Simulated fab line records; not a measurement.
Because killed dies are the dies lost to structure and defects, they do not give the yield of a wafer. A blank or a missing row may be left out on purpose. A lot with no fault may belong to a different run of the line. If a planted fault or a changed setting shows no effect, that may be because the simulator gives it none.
The tool behind it: which one? ; flow gf180mcu ; 13 lots, 38 wafers sampled, at 2 steps of a route of 602

WHAT EACH GAUGE READ, for each wafer
GF_V1_THK_MEAS_03.
lot;measured;on;V1_CVD_02_THK (nm)
L299;day 18 08:12;filmMetro-01;843 856 863
L300;day 18 12:02;filmMetro-02;835 847 849
L302;day 18 22:55;filmMetro-01;846 856 848
L303;day 19 13:10;filmMetro-02;846 859 874
L304;day 20 04:34;filmMetro-03;847 856
L305;day 20 07:46;filmMetro-03;848 857 857
L307;day 20 22:35;filmMetro-02;834 831 848
L309;day 21 18:32;filmMetro-02;846 845 860
L312;day 22 16:49;filmMetro-03;857 848 857
L315;day 23 21:46;filmMetro-01;863 869 877
L317;day 24 05:01;filmMetro-01;858 856 870
L318;day 24 15:29;filmMetro-03;858 858 872
L320;day 25 06:11;filmMetro-03;841 867 862

WHAT TOOL EACH LOT RAN ON (gives the tool, then ch and the chambers of the sampled wafers, and finally the start)
lot;GF_M1_METAL_ETCH_16
L299;rieMetal-01 ch 0, day 18 07:13
L300;rieMetal-02 ch 0,1, day 18 11:10
L302;rieMetal-03 ch 0,1, day 18 22:03
L303;rieMetal-01 ch 0,1, day 19 12:17
L304;rieMetal-01 ch 0,1, day 20 03:41
L305;rieMetal-03 ch 0,1, day 20 06:55
L307;rieMetal-02 ch 0,1, day 20 21:43
L309;rieMetal-03 ch 0,1, day 21 17:32
L312;rieMetal-01 ch 0,1, day 22 15:56
L315;rieMetal-03 ch 1, day 23 20:53
L317;rieMetal-01 ch 0,1, day 24 04:08
L318;rieMetal-03 ch 0,1, day 24 14:37
L320;rieMetal-02 ch 0,1, day 25 05:21
- GF_M1_METAL_ETCH_16: etches the open film in Cl2/BCl3, stops on SiO2, target depth 750.8 nm, time 125.1 s.

AS READ BY THE TOOLS THEMSELVES (means over the sampled wafers that have a number; for cases with no such wafer, the mark the record gives instead)
GF_M1_METAL_ETCH_16.
lot;tool;bcl3FlowSccm (sccm);drypumpMotorCurrentA (A);oesProductAu (a.u.);throttleValvePct (%)
L299;rieMetal-01;40.09;5.8;1.000;28.221
L300;rieMetal-02;40.03;6.2;0.977;28.243
L302;rieMetal-03;40.21;5.9;0.993;28.233
L303;rieMetal-01;39.81;5.7;0.989;28.227
L304;rieMetal-01;40.09;5.7;0.990;28.233
L305;rieMetal-03;39.94;5.9;0.991;28.224
L307;rieMetal-02;39.99;5.9;0.980;28.243
L309;rieMetal-03;39.86;5.9;0.997;28.219
L312;rieMetal-01;39.95;5.7;0.993;28.227
L315;rieMetal-03;39.96;4.9;0.988;28.221
L317;rieMetal-01;40.05;5.7;0.993;28.226
L318;rieMetal-03;40.06;5.4;0.993;28.228
L320;rieMetal-02;39.99;6.0;0.976;28.240

THE ANSWER, worked out from the rows above alone
Rule: the lots themselves supply what counts as usual. The widest of any qualifying gaps counts: lots, ordered by their means at a reading, are off when they make up no more than a third of the lots, leave a main group of 4 or more, and stand apart from it by 3 or more times the standard deviation of that group's means. The tables above print the reading to a certain number of digits; a main group whose means all agree to those digits is not used. A lot without any number at a reading at which 4 lots or more have one is off too. Where the step has rows for the other lots, those lots are counted as sound. Order of review: gauges by route order, followed by the tools' own readings, for which a lot's mean as printed above is used. The first step at which some lot is off is used, and at that step the reading that is off furthest; a lot without a number counts as furthest.
Nothing can be told from this: no lot is off at any reading shown.

WHAT THE SIMULATOR PUT IN
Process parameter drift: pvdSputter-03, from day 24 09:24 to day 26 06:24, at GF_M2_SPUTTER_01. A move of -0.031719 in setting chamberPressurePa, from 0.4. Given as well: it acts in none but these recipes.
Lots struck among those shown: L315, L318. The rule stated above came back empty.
